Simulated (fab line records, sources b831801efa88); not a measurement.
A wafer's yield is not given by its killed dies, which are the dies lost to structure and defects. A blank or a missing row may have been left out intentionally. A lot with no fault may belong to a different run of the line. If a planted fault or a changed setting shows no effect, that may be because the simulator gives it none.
fab line records ; flow sky130
record lots=12; wafers=36; last_day=50
route steps=708 shown SONOS_ONO@168 METAL3@536 CAPM@538
lots untouched by any fault: they come from a run of this same line in which no faults occurred
start_h: the number of hours between the record's first day and the start of the first shown wafer of the lot ; wait_h: how many hours have passed since the lot's step before this one ; " as in the row above ; L1.1+2: one row covering several wafers at once ; - value missing, or start not given ; * or withheld: withheld ; < > ~ a bound
route shown NAME@n: names a module that has steps shown in the file, with the first one's number in the route ; usual: mean/standard deviation taken from wafers without a fault ; same: alike in all rows ; chamber/n: place in a boat ; sites: per-site readings ; _std_site: the standard deviation of these ; _edge_site: the outer-site mean with the inner-site mean subtracted ; radius_mm: how far each site lies from the wafer's centre ; mask NAME#n: copy n ; behind: the tool/chamber that last shaped the wafer ; hold: reason for holding the lot/hours on hold/outcome of the hold ; device: whichever transistor did not switch (one of n, p or np) ; end of line: tests run on the same wafers once the route is complete ; a step with no rows: only its recipe ; killed: at the first sort, the dies lost to defects and structure; wafer yield is something else ; map: a wafer's dies, x killed, . not, _ none there
set.NAME: the setting as run; set.NAME@STEP: as run at that earlier step ; model.NAME: the simulator's own value behind a step, which no gauge read
a sample of lots followed through the steps of the route, with each step as a table and each wafer as a row
services: the hour from which a tool's chamber was out of use, counted from the record's first day as start_h (under 0 if before that day), plus the number of hours and why
## steps
# step SKY_SONOS_ONO_OXIDATION_00
# recipe temp_c=800; ambient=O2; idle_temp_c=700; ramp_up_c_per_min=10; ramp_down_c_per_min=3; stabilise_s=600; purge_s=300; target_thk_a=26; ox_time_s=1249
# usual spike_tc_bottom_C=821.9/2.3; spike_tc_centre_C=799.2/1.7; spike_tc_lower_C=800.8/1.1; spike_tc_top_C=808.8/3; spike_tc_upper_C=801.8/1.7; tube_center_temp_C=800/0.067; tube_center_temp_C_max=802.1/0.36; zone_power_centre_pct=15.30/0.29
lot.wafer;tool;chamber;start_h;wait_h;spike_tc_bottom_C;spike_tc_centre_C;spike_tc_lower_C;spike_tc_top_C;spike_tc_upper_C;tube_center_temp_C;tube_center_temp_C_max;zone_power_centre_pct
L572.3;furnace-01;0;247.38;2.1;822.4;799.2;802.2;811.4;803.6;799.98;802.2;15.13
L572.4;furnace-01;0;247.38;2.1;821.4;801.0;801.3;812.2;803.6;799.93;801.9;14.94
L572.5;furnace-01;0;247.38;2.1;825.0;799.4;801.3;811.9;804.5;800.01;802.2;15.22
L574.1;furnace-02;0;264.41;0.5;822.0;799.0;801.7;805.5;799.5;799.97;802.5;15.53
L574.3;furnace-02;0;264.41;0.5;821.3;797.4;800.4;805.7;799.6;799.95;802.0;15.55
L574.5;furnace-02;0;264.41;0.5;820.5;798.8;799.3;805.0;800.3;800.09;802.2;15.54
L575.3;furnace-01;0;273.64;0.0;824.8;800.8;801.2;810.3;803.8;799.99;801.7;15.02
L575.5;furnace-01;0;273.64;0.0;823.6;798.6;804.4;812.4;800.7;799.92;802.4;15.06
L575.6;furnace-01;0;273.64;0.0;823.6;801.6;800.0;812.6;803.3;799.99;802.3;14.90
L577.1;furnace-02;0;292.07;0.2;821.2;798.6;802.8;804.3;801.5;799.93;801.7;15.50
L577.3;furnace-02;0;292.07;0.2;819.0;798.1;800.0;805.3;801.3;800.02;801.9;15.60
L577.5;furnace-02;0;292.07;0.2;820.9;800.1;800.6;808.0;799.8;800.05;801.9;15.57
L578.2;furnace-01;0;298.53;0.0;822.3;800.0;799.6;812.0;803.3;800.06;802.2;14.83
L578.3;furnace-01;0;298.53;0.0;822.7;800.6;802.3;811.4;803.1;799.97;802.6;15.20
L578.6;furnace-01;0;298.53;0.0;823.8;801.3;801.7;811.4;802.1;800.01;801.7;15.04
L581.2;furnace-02;0;316.34;0.7;820.0;799.0;799.6;809.2;800.3;799.99;802.0;15.65
L581.4;furnace-02;0;316.34;0.7;820.9;798.2;801.3;807.4;800.7;800.09;803.2;15.81
L581.6;furnace-02;0;316.34;0.7;820.9;798.3;800.1;805.4;798.9;800.03;802.0;15.56
L583.1;furnace-02;0;341.49;0.0;818.3;798.2;801.2;806.6;801.0;800.04;802.7;15.63
L583.5;furnace-02;0;341.49;0.0;819.5;797.7;799.2;806.5;800.3;800.03;801.8;15.42
L583.6;furnace-02;0;341.49;0.0;821.3;798.9;799.5;804.3;800.8;799.99;801.9;15.63
L584.1;furnace-01;0;343.56;1.4;823.8;800.1;802.5;811.3;805.3;799.96;802.3;15.13
L584.2;furnace-01;0;343.56;1.4;824.0;800.5;800.8;811.0;802.9;799.99;801.9;15.02
L584.5;furnace-01;0;343.56;1.4;823.4;798.3;804.2;810.7;804.7;799.93;801.8;15.10
L591.1;furnace-01;0;403.80;1.0;795.4;771.7;770.5;784.8;772.2;769.91;771.8;14.30
L591.2;furnace-01;0;403.80;1.0;793.2;770.4;772.8;783.5;773.0;770.02;772.8;14.11
L591.5;furnace-01;0;403.80;1.0;796.0;771.4;771.5;782.3;772.0;770.12;772.2;14.14
L592.1;furnace-01;0;406.32;1.2;796.0;770.3;771.1;782.2;771.6;769.99;771.9;14.19
L592.3;furnace-01;0;406.32;1.2;792.9;771.3;772.3;783.0;772.5;769.99;771.4;13.72
L592.4;furnace-01;0;406.32;1.2;795.7;770.4;772.2;782.3;774.2;769.98;772.0;14.09
L593.2;furnace-01;0;415.97;0.4;794.1;770.7;770.5;781.1;774.3;769.85;772.5;14.05
L593.3;furnace-01;0;415.97;0.4;794.8;770.7;771.6;782.6;772.1;770.06;771.7;13.96
L593.5;furnace-01;0;415.97;0.4;794.1;770.9;771.0;783.6;772.5;770.01;772.2;14.00
L594.2;furnace-02;0;429.34;0.0;820.5;797.7;800.4;805.9;800.1;799.98;802.0;15.55
L594.3;furnace-02;0;429.34;0.0;820.8;798.6;802.2;806.0;801.9;800.07;802.3;15.83
L594.5;furnace-02;0;429.34;0.0;820.5;798.1;800.9;807.7;800.2;799.99;802.0;15.61
# step SKY_SONOS_ONO_THK_MEAS_01
# recipe reads=SiO2_of_SONOS_ONO_OXIDATION_00
# usual SONOS_ONO_OXIDATION_THK=2.60/0.052
lot.wafer;tool;chamber;start_h;wait_h;SONOS_ONO_OXIDATION_THK[nm]
L572.3;film_metro-04;-;248.74;0.0;2.54
L572.4;film_metro-04;-;248.74;0.0;2.58
L572.5;film_metro-04;-;248.74;0.0;2.55
L574.1;film_metro-03;-;265.75;0.0;2.58
L574.3;film_metro-03;-;265.75;0.0;2.64
L574.5;film_metro-03;-;265.75;0.0;2.63
L575.3;film_metro-04;-;275.01;0.0;2.50
L575.5;film_metro-04;-;275.01;0.0;2.62
L575.6;film_metro-04;-;275.01;0.0;2.60
L577.1;film_metro-01;-;293.42;0.0;2.64
L577.3;film_metro-01;-;293.42;0.0;2.69
L577.5;film_metro-01;-;293.42;0.0;2.71
L578.2;film_metro-04;-;299.89;0.0;2.62
L578.3;film_metro-04;-;299.89;0.0;2.63
L578.6;film_metro-04;-;299.89;0.0;2.61
L581.2;film_metro-04;-;317.70;0.0;2.53
L581.4;film_metro-04;-;317.70;0.0;2.65
L581.6;film_metro-04;-;317.70;0.0;2.60
L583.1;film_metro-03;-;342.83;0.0;2.64
L583.5;film_metro-03;-;342.83;0.0;2.56
L583.6;film_metro-03;-;342.83;0.0;2.61
L584.1;film_metro-01;-;344.91;0.0;2.53
L584.2;film_metro-01;-;344.91;0.0;2.47
L584.5;film_metro-01;-;344.91;0.0;2.52
L591.1;film_metro-01;-;405.15;0.0;1.67
L591.2;film_metro-01;-;405.15;0.0;1.71
L591.5;film_metro-01;-;405.15;0.0;1.61
L592.1;film_metro-04;-;407.67;0.0;1.71
L592.3;film_metro-04;-;407.67;0.0;1.67
L592.4;film_metro-04;-;407.67;0.0;1.74
L593.2;film_metro-04;-;417.33;0.0;1.59
L593.3;film_metro-04;-;417.33;0.0;1.72
L593.5;film_metro-04;-;417.33;0.0;1.69
L594.2;film_metro-03;-;430.70;0.0;2.53
L594.3;film_metro-03;-;430.70;0.0;2.59
L594.5;film_metro-03;-;430.70;0.0;2.57
# step SKY_METAL3_SPUTTER_04
# recipe material=TiN; target_thk_nm=70; power_w=6500; time_s=58.3; chamber_pressure_pa=0.4
# usual throttle_valve_pct=30.4/0.93
lot.wafer;tool;chamber;start_h;wait_h;throttle_valve_pct
L572.3;pvd_sputter-02;-;842.58;0.0;31.2
L572.4;pvd_sputter-02;-;842.58;0.0;31.0
L572.5;pvd_sputter-02;-;842.58;0.0;29.3
L574.1;pvd_sputter-01;-;862.95;0.0;29.6
L574.3;pvd_sputter-01;-;862.95;0.0;31.6
L574.5;pvd_sputter-01;-;862.95;0.0;30.4
L575.3;pvd_sputter-03;-;878.16;0.0;30.3
L575.5;pvd_sputter-03;-;878.16;0.0;30.7
L575.6;pvd_sputter-03;-;878.16;0.0;31.1
L577.1;pvd_sputter-02;-;893.49;0.0;29.3
L577.3;pvd_sputter-02;-;893.49;0.0;31.2
L577.5;pvd_sputter-02;-;893.49;0.0;31.1
L578.2;pvd_sputter-03;-;895.70;0.0;31.0
L578.3;pvd_sputter-03;-;895.70;0.0;29.6
L578.6;pvd_sputter-03;-;895.70;0.0;30.8
L581.2;pvd_sputter-02;-;920.45;0.0;31.0
L581.4;pvd_sputter-02;-;920.45;0.0;31.4
L581.6;pvd_sputter-02;-;920.45;0.0;31.1
L583.1;pvd_sputter-01;-;933.92;0.0;30.3
L583.5;pvd_sputter-01;-;933.92;0.0;30.5
L583.6;pvd_sputter-01;-;933.92;0.0;31.8
L584.1;pvd_sputter-03;-;940.26;0.0;31.0
L584.2;pvd_sputter-03;-;940.26;0.0;29.4
L584.5;pvd_sputter-03;-;940.26;0.0;29.5
L591.1;pvd_sputter-02;-;986.30;0.0;29.2
L591.2;pvd_sputter-02;-;986.30;0.0;30.9
L591.5;pvd_sputter-02;-;986.30;0.0;29.4
L592.1;pvd_sputter-01;-;990.95;0.0;30.2
L592.3;pvd_sputter-01;-;990.95;0.0;31.5
L592.4;pvd_sputter-01;-;990.95;0.0;28.7
L593.2;pvd_sputter-01;-;996.69;0.0;28.7
L593.3;pvd_sputter-01;-;996.69;0.0;31.9
L593.5;pvd_sputter-01;-;996.69;0.0;31.9
L594.2;pvd_sputter-02;-;1006.85;0.0;29.2
L594.3;pvd_sputter-02;-;1006.85;0.0;31.0
L594.5;pvd_sputter-02;-;1006.85;0.0;31.4
# step SKY_CAPM_THK_MEAS_01
# recipe reads=SiO2_of_CAPM_CVD_00
# usual CAPM_CVD_00_THK=15.56/0.28
lot.wafer;tool;chamber;start_h;wait_h;CAPM_CVD_00_THK[nm]
L572.3;film_metro-04;-;842.67;-;15.84
L572.4;film_metro-04;-;842.67;-;15.52
L572.5;film_metro-04;-;842.67;-;16.38
L574.1;film_metro-03;-;863.02;-;15.49
L574.3;film_metro-03;-;863.02;-;15.31
L574.5;film_metro-03;-;863.02;-;15.54
L575.3;film_metro-04;-;878.26;-;15.58
L575.5;film_metro-04;-;878.26;-;15.76
L575.6;film_metro-04;-;878.26;-;15.71
L577.1;film_metro-02;-;893.56;-;14.95
L577.3;film_metro-02;-;893.56;-;15.54
L577.5;film_metro-02;-;893.56;-;15.67
L578.2;film_metro-04;-;895.78;-;15.38
L578.3;film_metro-04;-;895.78;-;15.38
L578.6;film_metro-04;-;895.78;-;15.81
L581.2;film_metro-03;-;920.53;-;14.83
L581.4;film_metro-03;-;920.53;-;15.83
L581.6;film_metro-03;-;920.53;-;15.78
L583.1;film_metro-03;-;933.99;-;15.35
L583.5;film_metro-03;-;933.99;-;15.50
L583.6;film_metro-03;-;933.99;-;15.77
L584.1;film_metro-04;-;940.33;-;15.57
L584.2;film_metro-04;-;940.33;-;15.34
L584.5;film_metro-04;-;940.33;-;15.68
L591.1;film_metro-03;-;986.37;-;15.57
L591.2;film_metro-03;-;986.37;-;15.36
L591.5;film_metro-03;-;986.37;-;15.95
L592.1;film_metro-04;-;991.02;-;15.07
L592.3;film_metro-04;-;991.02;-;15.48
L592.4;film_metro-04;-;991.02;-;15.63
L593.2;film_metro-02;-;996.77;-;15.43
L593.3;film_metro-02;-;996.77;-;15.49
L593.5;film_metro-02;-;996.77;-;15.61
L594.2;film_metro-02;-;1006.93;-;15.71
L594.3;film_metro-02;-;1006.93;-;15.37
L594.5;film_metro-02;-;1006.93;-;16.15
# step SKY_CAPM_THK_MEAS_04
# recipe thk_meas_gauge=xrf; reads=TiN_of_CAPM_SPUTTER_02
# usual CAPM_TIN_THK=201.9/2.6
lot.wafer;tool;chamber;start_h;wait_h;CAPM_TIN_THK[nm]
L572.3;film_metro-04;-;842.96;0.1;200.9
L572.4;film_metro-04;-;842.96;0.1;202.9
L572.5;film_metro-04;-;842.96;0.1;201.0
L574.1;film_metro-02;-;863.31;0.1;204.4
L574.3;film_metro-02;-;863.31;0.1;203.0
L574.5;film_metro-02;-;863.31;0.1;201.1
L575.3;film_metro-03;-;878.54;0.1;199.8
L575.5;film_metro-03;-;878.54;0.1;203.6
L575.6;film_metro-03;-;878.54;0.1;200.7
L577.1;film_metro-03;-;893.85;0.1;199.1
L577.3;film_metro-03;-;893.85;0.1;201.7
L577.5;film_metro-03;-;893.85;0.1;201.2
L578.2;film_metro-03;-;896.07;0.1;202.6
L578.3;film_metro-03;-;896.07;0.1;202.6
L578.6;film_metro-03;-;896.07;0.1;204.9
L581.2;film_metro-04;-;920.82;0.1;202.1
L581.4;film_metro-04;-;920.82;0.1;202.0
L581.6;film_metro-04;-;920.82;0.1;201.0
L583.1;film_metro-02;-;934.28;0.1;202.9
L583.5;film_metro-02;-;934.28;0.1;204.0
L583.6;film_metro-02;-;934.28;0.1;204.1
L584.1;film_metro-02;-;940.62;0.1;202.1
L584.2;film_metro-02;-;940.62;0.1;202.8
L584.5;film_metro-02;-;940.62;0.1;201.8
L591.1;film_metro-02;-;986.66;0.1;199.3
L591.2;film_metro-02;-;986.66;0.1;202.6
L591.5;film_metro-02;-;986.66;0.1;201.0
L592.1;film_metro-03;-;991.31;0.1;203.9
L592.3;film_metro-03;-;991.31;0.1;203.6
L592.4;film_metro-03;-;991.31;0.1;204.5
L593.2;film_metro-04;-;997.06;0.1;205.8
L593.3;film_metro-04;-;997.06;0.1;203.9
L593.5;film_metro-04;-;997.06;0.1;206.6
L594.2;film_metro-02;-;1007.22;0.1;199.2
L594.3;film_metro-02;-;1007.22;0.1;201.1
L594.5;film_metro-02;-;1007.22;0.1;198.5
## services
tool;chamber;start_h;hours;kind
furnace-02;-;223.61;2.9;pm
pvd_sputter-02;-;234.37;0.9;repair
furnace-02;-;296.09;4.8;repair
furnace-01;-;311.67;11.1;pm
furnace-01;-;322.81;4.2;pm
pvd_sputter-02;-;323.69;6.5;repair
furnace-02;-;327.49;3.4;pm
furnace-02;-;332.23;3.7;pm
furnace-01;-;480.95;2.9;pm
furnace-02;-;499.32;3.5;pm
furnace-01;-;503.97;4.7;pm
furnace-02;-;566.94;5.8;repair
furnace-02;-;601.33;3.1;pm
furnace-01;-;648.78;2.4;pm
furnace-02;-;668.03;3.4;pm
furnace-02;-;719.59;11.6;repair
furnace-01;-;754.35;7.3;pm
furnace-01;-;783.41;3.4;pm
pvd_sputter-02;-;792.13;35.0;repair
pvd_sputter-02;-;811.43;4.6;repair
furnace-02;-;812.86;15.6;repair
furnace-01;-;828.52;2.5;pm
furnace-01;-;930.41;4.6;repair
furnace-01;-;984.78;3.1;pm
## key
first_sign step=SKY_SONOS_ONO_OXIDATION_00; reading=tube_center_temp_C; direction=down; sigmas=99+; usual=*; struck=*
effect step=SKY_SONOS_ONO_OXIDATION_00; reading=tube_center_temp_C_max; direction=down; sigmas=83; usual=*; struck=*
effect step=SKY_SONOS_ONO_THK_MEAS_01; reading=SONOS_ONO_OXIDATION_THK; direction=down; sigmas=18; usual=2.60; struck=1.68
met_at SKY_SONOS_ONO_OXIDATION_00
struck_lots L591,L592,L593
tester_left_out L591,L592,L593
not_acting_at SKY_METAL3_SPUTTER_04,SKY_CAPM_THK_MEAS_01,SKY_CAPM_THK_MEAS_04
fault kind=process_parameter_drift; tool=furnace-01; chamber=-; onset_h=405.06; steps=SKY_SONOS_ONO_OXIDATION_00; channel=temp_c; offset=*; shape=step; end_h=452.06; acts_in=*; stated=*
# tester_left_out: of these lots the tester's yield and bins aren't shown, on N5 and GAA mostly nor the transistor test; their killed dies are dies lost to structure and defects alone, not to doping, threshold or leakage, so they don't give the yield
